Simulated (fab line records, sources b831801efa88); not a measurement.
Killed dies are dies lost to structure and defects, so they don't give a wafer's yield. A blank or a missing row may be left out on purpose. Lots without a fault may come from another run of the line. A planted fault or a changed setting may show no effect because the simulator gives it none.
Chamber matching | flow sky130 | SKY_CAPM_CVD_00 on pecvd-02: 3 sister chambers
The step deposits SiO2, target thk 15.5 nm. 6 wafers are shown with their chamber, then 9 later ones without.

WAFERS WITH THEIR CHAMBER
wafer  | chamber | heater_power_w (W)
L080.1 | 2       | 695
L086.2 | 1       | 579
L086.6 | 0       | 757
L090.1 | 1       | 650
L090.2 | 2       | 770
L090.6 | 0       | 663

WAFERS WITHOUT THEIR CHAMBER
wafer  | heater_power_w (W)
L092.1 | 682
L092.5 | 707
L092.6 | 624
L093.1 | 746
L093.4 | 724
L093.6 | 721
L096.1 | 748
L096.2 | 723
L096.5 | 736

WHICH CHAMBER EACH WENT THROUGH
wafer  | from the rows above          | in truth
L092.1 | can't be placed: 0 or 2 or 1 | 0
L092.5 | can't be placed: 0 or 2 or 1 | 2
L092.6 | can't be placed: 1 or 0 or 2 | 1
L093.1 | can't be placed: 2 or 0      | 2
L093.4 | can't be placed: 2 or 0 or 1 | 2
L093.6 | can't be placed: 0 or 2 or 1 | 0
L096.1 | can't be placed: 2 or 0      | 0
L096.2 | can't be placed: 2 or 0 or 1 | 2
L096.5 | can't be placed: 2 or 0      | 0
Placed correctly: 0 of 9. Can't be placed from these rows: 9 (the true chamber is among the candidates in 9). Placed wrongly: 0.
How it was worked out, from the rows above alone: a wafer's distance from a chamber is the root of the sum, over the readings, of the square of ((its reading less the chamber's mean) divided by the reading's scatter). The wafer belongs to the nearest chamber; if the next one is less than 2 further off, it can't be placed. A chamber's mean is the mean of its shown wafers. The scatter: the root of (the sum of the squares of (reading less its chamber's mean) over the shown wafers, divided by (wafers less chambers)).
